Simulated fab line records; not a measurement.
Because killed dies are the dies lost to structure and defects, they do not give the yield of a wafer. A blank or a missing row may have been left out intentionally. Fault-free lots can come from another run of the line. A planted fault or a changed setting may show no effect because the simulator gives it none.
Chamber matching :: flow sky130 :: 3 sister chambers for SKY_CAP2M_CVD_00 on pecvd-03
The step deposits SiO2, target thk 15.5 nm. 3 wafers are shown with their chamber, then 9 later ones without.

== WAFERS, EACH WITH ITS CHAMBER ==
wafer: L090.4
chamber: 1
heater power w (W): 741

wafer: L092.3
chamber: 0
heater power w (W): 818

wafer: L092.5
chamber: 2
heater power w (W): 649

== WAFERS WITH NO CHAMBER GIVEN ==
wafer: L093.1
heater power w (W): 751

wafer: L093.5
heater power w (W): 772

wafer: L093.6
heater power w (W): 815

wafer: L096.3
heater power w (W): 624

wafer: L096.4
heater power w (W): 795

wafer: L096.5
heater power w (W): 784

wafer: L097.1
heater power w (W): 649

wafer: L097.3
heater power w (W): 788

wafer: L097.5
heater power w (W): 649

== EACH ONE'S CHAMBER ==
wafer: L093.1
from the rows above: 1
in truth: 1

wafer: L093.5
from the rows above: can't be placed: 1 or 0
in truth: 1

wafer: L093.6
from the rows above: 0
in truth: 0

wafer: L096.3
from the rows above: 2
in truth: 2

wafer: L096.4
from the rows above: can't be placed: 0 or 1
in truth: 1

wafer: L096.5
from the rows above: can't be placed: 0 or 1
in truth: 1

wafer: L097.1
from the rows above: 2
in truth: 2

wafer: L097.3
from the rows above: can't be placed: 0 or 1
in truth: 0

wafer: L097.5
from the rows above: 2
in truth: 2
Correct placement for 5 of the 9. Unplaceable from these rows: 4, with the true chamber sitting among the candidates in 4. Placed wrongly: 0.
How it was worked out, from the rows above alone: a wafer's distance from a chamber is the root of the sum, over the readings, of the square of ((its reading less the chamber's mean) divided by the reading's scatter). If the next closest chamber is less than 2 further off than the closest, the wafer can't be placed; otherwise it belongs to the closest. Each chamber's mean is taken over the wafers shown for it. The scatter: with one shown wafer a chamber, the root of the mean of the squares of how far each hidden wafer lies from its nearest shown one.
